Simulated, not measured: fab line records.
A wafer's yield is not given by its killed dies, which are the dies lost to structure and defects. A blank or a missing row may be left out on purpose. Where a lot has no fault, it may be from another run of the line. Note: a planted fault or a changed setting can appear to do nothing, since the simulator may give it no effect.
The tool behind it: which one? | flow sfq_line | 13 lots with 39 wafers sampled at 5 steps, on a route of 325 steps

## WHAT EACH GAUGE READ, for each wafer
SFQ_L0V_OVL_MEAS_903. Usual: L0V_OVL typically reads -2 nm, with standard deviation 4.7.
lot  | measured     | on         | L0V_OVL (nm) | flag
L630 | day 6 18:41  | overlay-01 | -1 -5 9      |
L631 | day 6 21:05  | overlay-02 | -5 -1 -7     |
L632 | day 6 22:17  | overlay-01 | -3 -7 -9     |
L634 | day 7 03:05  | overlay-01 | -4 1 -11     |
L635 | day 7 04:17  | overlay-02 | -8 -5 -2     |
L637 | day 7 07:53  | overlay-01 | -9 -10 -2    |
L639 | day 7 15:02  | overlay-02 | 1 -2 -3      |
L644 | day 8 04:14  | overlay-02 | 0 0 -2       |
L647 | day 8 18:11  | overlay-02 | -13 -7 -13   |
L649 | day 13 22:31 | overlay-02 | -6 1 -11     |
L650 | day 14 17:10 | overlay-01 | 0 3 1        |
L652 | day 15 13:20 | overlay-02 | 2 -6 2       |
L653 | day 15 21:43 | overlay-02 | -3 -4 -7     |

SFQ_M1_RS_MEAS_909: a four-point-probe measurement. Usual: M1_NB_RS typically reads 0.887 ohm/sq, with standard deviation 0.0095.
lot  | measured     | on            | M1_NB_RS (ohm/sq) | flag
L630 | day 16 16:49 | film_metro-03 | 0.896 0.900 0.896 |
L631 | day 16 21:23 | film_metro-03 | 0.890 0.890 0.894 |
L632 | day 16 22:34 | film_metro-01 | 0.899 0.892 0.890 |
L634 | day 17 02:11 | film_metro-02 | 0.894 0.883 0.884 |
L635 | day 17 04:32 | film_metro-02 | 0.899 0.890 0.894 |
L637 | day 17 06:58 | film_metro-03 | 0.485 0.875 0.488 | OFF
L639 | day 17 12:58 | film_metro-03 | 0.896 0.883 0.870 |
L644 | day 19 11:44 | film_metro-01 | 0.885 0.880 0.885 |
L647 | day 19 22:12 | film_metro-03 | 0.873 0.881 0.862 |
L649 | day 20 14:59 | film_metro-01 | 0.891 0.885 0.875 |
L650 | day 21 11:32 | film_metro-02 | 0.885 0.884 0.882 |
L652 | day 28 13:36 | film_metro-03 | 0.878 0.884 0.885 |
L653 | day 28 22:04 | film_metro-01 | 0.894 0.891 0.900 |

## WHICH TOOL RAN EACH LOT (tool, then ch and the chambers of the sampled wafers, then the start)
lot  | SFQ_TRILAYER_M0_BARC_OPEN_METAL_ETCH_031 | SFQ_TRILAYER_I0_VIA_STRIP_STRIP_035 | SFQ_TRILAYER_M1_DEP_SPUTTER_037
L630 | rie_metal-03 ch 0,1, day 10 22:59        | rie_metal-01 ch 0,1, day 16 15:55   | pvd_sputter-06, day 16 16:43
L631 | rie_metal-03 ch 0,1, day 11 02:37        | rie_metal-03 ch 0,1, day 16 20:39   | pvd_sputter-05, day 16 21:15
L632 | rie_metal-04 ch 0, day 11 04:59          | rie_metal-02 ch 1, day 16 21:39     | pvd_sputter-06, day 16 22:28
L634 | rie_metal-02 ch 1, day 11 11:02          | rie_metal-03 ch 0,1, day 17 01:27   | pvd_sputter-04, day 17 02:03
L635 | rie_metal-04 ch 0,1, day 11 13:23        | rie_metal-03 ch 0,1, day 17 03:39   | pvd_sputter-04, day 17 04:27
L637 | rie_metal-04 ch 0,1, day 11 18:11        | rie_metal-03 ch 0, day 17 06:03     | pvd_sputter-04, day 17 06:51
L639 | rie_metal-03 ch 0,1, day 12 08:35        | rie_metal-02 ch 0,1, day 17 12:03   | pvd_sputter-05, day 17 12:52
L644 | rie_metal-03 ch 1, day 13 03:47          | rie_metal-02 ch 0,1, day 19 10:51   | pvd_sputter-05, day 19 11:39
L647 | rie_metal-03 ch 0,1, day 13 21:20        | rie_metal-01 ch 0,1, day 19 21:17   | pvd_sputter-05, day 19 22:05
L649 | rie_metal-02 ch 0,1, day 19 18:39        | rie_metal-01 ch 0,1, day 20 14:05   | pvd_sputter-06, day 20 14:53
L650 | rie_metal-04 ch 0,1, day 20 15:03        | rie_metal-01 ch 0,1, day 21 10:37   | pvd_sputter-06, day 21 11:26
L652 | rie_metal-02 ch 0,1, day 21 15:15        | rie_metal-03 ch 0,1, day 28 12:51   | pvd_sputter-05, day 28 13:28
L653 | rie_metal-04 ch 0,1, day 21 18:50        | rie_metal-02 ch 0,1, day 28 21:10   | pvd_sputter-06, day 28 21:59
- SFQ_TRILAYER_M0_BARC_OPEN_METAL_ETCH_031: etches BARC in O2, target depth 125 nm, time 41.7 s.
- SFQ_TRILAYER_I0_VIA_STRIP_STRIP_035: strips in O2.
- SFQ_TRILAYER_M1_DEP_SPUTTER_037: material Nb, target thk 200 nm, time 133.3 s.

## AS READ BY THE TOOLS THEMSELVES (means over the sampled wafers that have a number; for cases with no such wafer, the mark the record gives instead)
SFQ_TRILAYER_M0_BARC_OPEN_METAL_ETCH_031. Usual: chamber_pressure_mTorr 9.999 mTorr, standard deviation 0.0095; drypump_motor_current_A 5.8 A, standard deviation 0.42; oes_product_au 0.686 a.u., standard deviation 0.0047.
lot  | tool         | chamber_pressure_mTorr (mTorr) | drypump_motor_current_A (A) | oes_product_au (a.u.) | flag
L630 | rie_metal-03 | 9.996                          | 5.3                         | 0.682                 |
L631 | rie_metal-03 | 9.990                          | 5.3                         | 0.687                 |
L632 | rie_metal-04 | 10.005                         | 6.2                         | 0.685                 |
L634 | rie_metal-02 | 9.991                          | 6.3                         | 0.685                 |
L635 | rie_metal-04 | 10.004                         | 6.1                         | 0.683                 |
L637 | rie_metal-04 | 10.003                         | 6.1                         | 0.690                 |
L639 | rie_metal-03 | 9.999                          | 5.3                         | 0.686                 |
L644 | rie_metal-03 | 9.998                          | 5.3                         | 0.688                 |
L647 | rie_metal-03 | 10.003                         | 5.3                         | 0.689                 |
L649 | rie_metal-02 | 9.994                          | 5.9                         | 0.683                 |
L650 | rie_metal-04 | 9.997                          | 6.2                         | 0.689                 |
L652 | rie_metal-02 | 10.000                         | 5.7                         | 0.681                 |
L653 | rie_metal-04 | 9.997                          | 6.1                         | 0.690                 |

SFQ_TRILAYER_I0_VIA_STRIP_STRIP_035. Usual: chamber_pressure_mTorr 50.00 mTorr, standard deviation 0.045; drypump_motor_current_A 5.6 A, standard deviation 0.33; oes_product_au 1.004 a.u., standard deviation 0.0069.
lot  | tool         | chamber_pressure_mTorr (mTorr) | drypump_motor_current_A (A) | oes_product_au (a.u.) | flag
L630 | rie_metal-01 | 50.01                          | 5.7                         | 1.000                 |
L631 | rie_metal-03 | 50.02                          | 5.3                         | 1.008                 |
L632 | rie_metal-02 | 49.98                          | 6.2                         | 1.012                 |
L634 | rie_metal-03 | 50.00                          | 5.4                         | 0.998                 |
L635 | rie_metal-03 | 50.01                          | 5.3                         | 1.009                 |
L637 | rie_metal-03 | 49.99                          | 5.4                         | 1.002                 |
L639 | rie_metal-02 | 50.06                          | 5.9                         | 1.005                 |
L644 | rie_metal-02 | 49.99                          | 5.9                         | 1.002                 |
L647 | rie_metal-01 | 50.00                          | 5.7                         | 0.994                 |
L649 | rie_metal-01 | 50.01                          | 5.7                         | 1.008                 |
L650 | rie_metal-01 | 50.02                          | 5.7                         | 0.997                 |
L652 | rie_metal-03 | 49.95                          | 5.4                         | 1.009                 |
L653 | rie_metal-02 | 49.94                          | 6.0                         | 1.004                 |

SFQ_TRILAYER_M1_DEP_SPUTTER_037. Usual: 30.1 % for throttle_valve_pct, sd 1.5.
lot  | tool           | throttle_valve_pct (%) | flag
L630 | pvd_sputter-06 | 29.2                   |
L631 | pvd_sputter-05 | 30.4                   |
L632 | pvd_sputter-06 | 29.6                   |
L634 | pvd_sputter-04 | 31.3                   |
L635 | pvd_sputter-04 | 31.2                   |
L637 | pvd_sputter-04 | 31.2                   |
L639 | pvd_sputter-05 | 27.9                   |
L644 | pvd_sputter-05 | 30.6                   |
L647 | pvd_sputter-05 | 29.4                   |
L649 | pvd_sputter-06 | 28.9                   |
L650 | pvd_sputter-06 | 29.1                   |
L652 | pvd_sputter-05 | 30.2                   |
L653 | pvd_sputter-06 | 29.3                   |

## THE ANSWER, worked out from the rows above alone
Rule: a lot counts as off when the mean over its wafers that have a number is more than 3 standard deviations away from the usual mean. Also off: a lot with no number at a reading for which 4 or more lots have one. Where the step has rows for the other lots, those lots are counted as sound. Order of review: gauges by route order, followed by the tools' own readings, for which a lot's mean as printed above is used. At the first step where some lot is off, the reading lying furthest off is the one used; lots without a number count as furthest.
Off: L637, seen at SFQ_M1_RS_MEAS_909 (M1_NB_RS).
A tool fits if, at a process step before that reading, it ran every lot that is off, and no sound lot after the first of them. Those tools and the gauges at SFQ_M1_RS_MEAS_909 are tried in the same way. One fits: SFQ_TRILAYER_M1_DEP_SPUTTER_037 on pvd_sputter-04. Its last sound lot is L635 (day 17 04:27), its first lot that is off L637 (day 17 06:51): a fault that began between those two fits.

## WHAT THE SIMULATOR HAD PUT IN
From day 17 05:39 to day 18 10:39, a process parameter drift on pvd_sputter-04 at SFQ_TRILAYER_M1_DEP_SPUTTER_037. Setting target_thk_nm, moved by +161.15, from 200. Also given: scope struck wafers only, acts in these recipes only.
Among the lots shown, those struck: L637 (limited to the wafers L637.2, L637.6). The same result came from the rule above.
